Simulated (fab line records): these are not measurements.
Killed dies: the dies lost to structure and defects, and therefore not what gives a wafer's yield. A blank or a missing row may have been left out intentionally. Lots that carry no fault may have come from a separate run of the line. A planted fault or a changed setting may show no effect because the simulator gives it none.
Check for tools in common || flow sky130 || Lots sampled 14, wafers sampled 42

WHY IT WAS OPENED
Of 14 lots, 2 have the reading VT_ADJUST_LVTN_2_TW flagged at SKY_VT_ADJUST_LVTN_TW_MEAS_21. Wafers without a fault read 187.5, standard deviation 2.2.
Rule: a lot is flagged in two cases, either no wafer of it has a number, or all its wafers with numbers fall more than 4 standard deviations from that mean. The rest of the lots are taken to be sound.

{"lot": "L494", "measured": "day 7 21:05", "on": "film metro-02", "VT_ADJUST_LVTN_2_TW, wafer by wafer": "185.6 185.4 185.8", "flag": ""}
{"lot": "L495", "measured": "day 8 05:14", "on": "film metro-04", "VT_ADJUST_LVTN_2_TW, wafer by wafer": "188.1 189.1 189.0", "flag": ""}
{"lot": "L496", "measured": "day 8 12:38", "on": "film metro-02", "VT_ADJUST_LVTN_2_TW, wafer by wafer": "186.7 186.3 185.3", "flag": ""}
{"lot": "L497", "measured": "day 8 14:29", "on": "film metro-03", "VT_ADJUST_LVTN_2_TW, wafer by wafer": "186.1 185.5 185.7", "flag": ""}
{"lot": "L498", "measured": "day 8 19:08", "on": "film metro-04", "VT_ADJUST_LVTN_2_TW, wafer by wafer": "190.1 189.5 190.9", "flag": ""}
{"lot": "L500", "measured": "day 9 13:41", "on": "film metro-02", "VT_ADJUST_LVTN_2_TW, wafer by wafer": "183.8 184.1 184.5", "flag": ""}
{"lot": "L501", "measured": "day 9 18:23", "on": "film metro-04", "VT_ADJUST_LVTN_2_TW, wafer by wafer": "190.5 190.6 190.1", "flag": ""}
{"lot": "L502", "measured": "day 10 02:19", "on": "film metro-03", "VT_ADJUST_LVTN_2_TW, wafer by wafer": "186.8 185.1 187.1", "flag": ""}
{"lot": "L506", "measured": "day 11 05:02", "on": "film metro-03", "VT_ADJUST_LVTN_2_TW, wafer by wafer": "171.3 170.4 170.0", "flag": "FLAGGED"}
{"lot": "L509", "measured": "day 12 06:36", "on": "film metro-04", "VT_ADJUST_LVTN_2_TW, wafer by wafer": "175.3 174.3 174.7", "flag": "FLAGGED"}
{"lot": "L512", "measured": "day 12 22:10", "on": "film metro-03", "VT_ADJUST_LVTN_2_TW, wafer by wafer": "185.8 185.2 186.1", "flag": ""}
{"lot": "L513", "measured": "day 13 05:27", "on": "film metro-03", "VT_ADJUST_LVTN_2_TW, wafer by wafer": "186.1 186.5 186.8", "flag": ""}
{"lot": "L514", "measured": "day 13 10:41", "on": "film metro-04", "VT_ADJUST_LVTN_2_TW, wafer by wafer": "190.2 191.8 189.9", "flag": ""}
{"lot": "L516", "measured": "day 14 14:53", "on": "film metro-03", "VT_ADJUST_LVTN_2_TW, wafer by wafer": "185.2 185.6 185.3", "flag": ""}
The mean of the flagged lots' numbers is 172.7, -14.8 from the usual (-7 standard deviations).

TOOL THAT RAN EACH LOT
The record keeps 1 process step preceding the reading, out of 708 steps on the route. In each cell: the tool, then ch and the chambers that the sampled wafers went through, then the start.
{"lot": "L494", "flag": "", "SKY_VT_ADJUST_LVTN_IMPLANT_19": "implanter-01 ch 0, day 7 20:50"}
{"lot": "L495", "flag": "", "SKY_VT_ADJUST_LVTN_IMPLANT_19": "implanter-01 ch 0, day 8 04:59"}
{"lot": "L496", "flag": "", "SKY_VT_ADJUST_LVTN_IMPLANT_19": "implanter-03 ch 0, day 8 12:23"}
{"lot": "L497", "flag": "", "SKY_VT_ADJUST_LVTN_IMPLANT_19": "implanter-01 ch 0, day 8 14:15"}
{"lot": "L498", "flag": "", "SKY_VT_ADJUST_LVTN_IMPLANT_19": "implanter-04 ch 0, day 8 18:53"}
{"lot": "L500", "flag": "", "SKY_VT_ADJUST_LVTN_IMPLANT_19": "implanter-01 ch 0, day 9 13:27"}
{"lot": "L501", "flag": "", "SKY_VT_ADJUST_LVTN_IMPLANT_19": "implanter-04 ch 0, day 9 18:08"}
{"lot": "L502", "flag": "", "SKY_VT_ADJUST_LVTN_IMPLANT_19": "implanter-04 ch 0, day 10 02:06"}
{"lot": "L506", "flag": "FLAGGED", "SKY_VT_ADJUST_LVTN_IMPLANT_19": "implanter-04 ch 0, day 11 04:48"}
{"lot": "L509", "flag": "FLAGGED", "SKY_VT_ADJUST_LVTN_IMPLANT_19": "implanter-04 ch 0, day 12 06:23"}
{"lot": "L512", "flag": "", "SKY_VT_ADJUST_LVTN_IMPLANT_19": "implanter-03 ch 0, day 12 21:56"}
{"lot": "L513", "flag": "", "SKY_VT_ADJUST_LVTN_IMPLANT_19": "implanter-01 ch 0, day 13 05:14"}
{"lot": "L514", "flag": "", "SKY_VT_ADJUST_LVTN_IMPLANT_19": "implanter-01 ch 0, day 13 10:26"}
{"lot": "L516", "flag": "", "SKY_VT_ADJUST_LVTN_IMPLANT_19": "implanter-01 ch 0, day 14 14:38"}
What is done by these steps:
- SKY_VT_ADJUST_LVTN_IMPLANT_19
- SKY_VT_ADJUST_LVTN_TW_MEAS_21

FLAGGED AGAINST TOTAL, ONE TOOL AT A TIME (gauges that did the reading follow at the end)
{"step": "SKY_VT_ADJUST_LVTN_IMPLANT_19", "tool": "implanter-01", "lots run": 7, "flagged": 0, "share of the flagged lots": "none", "sound lots run after its first flagged lot": "-"}
{"step": "SKY_VT_ADJUST_LVTN_IMPLANT_19", "tool": "implanter-03", "lots run": 2, "flagged": 0, "share of the flagged lots": "none", "sound lots run after its first flagged lot": "-"}
{"step": "SKY_VT_ADJUST_LVTN_IMPLANT_19", "tool": "implanter-04", "lots run": 5, "flagged": 2, "share of the flagged lots": "all", "sound lots run after its first flagged lot": 0}
{"step": "SKY_VT_ADJUST_LVTN_TW_MEAS_21", "tool": "film metro-02", "lots run": 3, "flagged": 0, "share of the flagged lots": "none", "sound lots run after its first flagged lot": "-"}
{"step": "SKY_VT_ADJUST_LVTN_TW_MEAS_21", "tool": "film metro-03", "lots run": 6, "flagged": 1, "share of the flagged lots": "some", "sound lots run after its first flagged lot": "3 (L512,L513,L516)"}
{"step": "SKY_VT_ADJUST_LVTN_TW_MEAS_21", "tool": "film metro-04", "lots run": 5, "flagged": 1, "share of the flagged lots": "some", "sound lots run after its first flagged lot": "1 (L514)"}

WHAT THE TABLE ALLOWS
1 row of the table ran every flagged lot: implanter-04 at SKY_VT_ADJUST_LVTN_IMPLANT_19.
- implanter-04 at SKY_VT_ADJUST_LVTN_IMPLANT_19: 2 of its 5 lots flagged. Last sound lot L502 at day 10 02:06, first flagged lot L506 at day 11 04:48; a fault beginning in between fits. Its own readings (dose ions cm2, faraday current uA) fall more than 4 standard deviations out on all wafers of the flagged lots.
One tool is left: implanter-04 at SKY_VT_ADJUST_LVTN_IMPLANT_19.

WHAT HAD BEEN PUT IN BY THE SIMULATOR
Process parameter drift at SKY_VT_ADJUST_LVTN_IMPLANT_19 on implanter-04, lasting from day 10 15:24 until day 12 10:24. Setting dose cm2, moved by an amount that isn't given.
Shown lots that were struck: L506, L509. The rule given above showed the same thing.
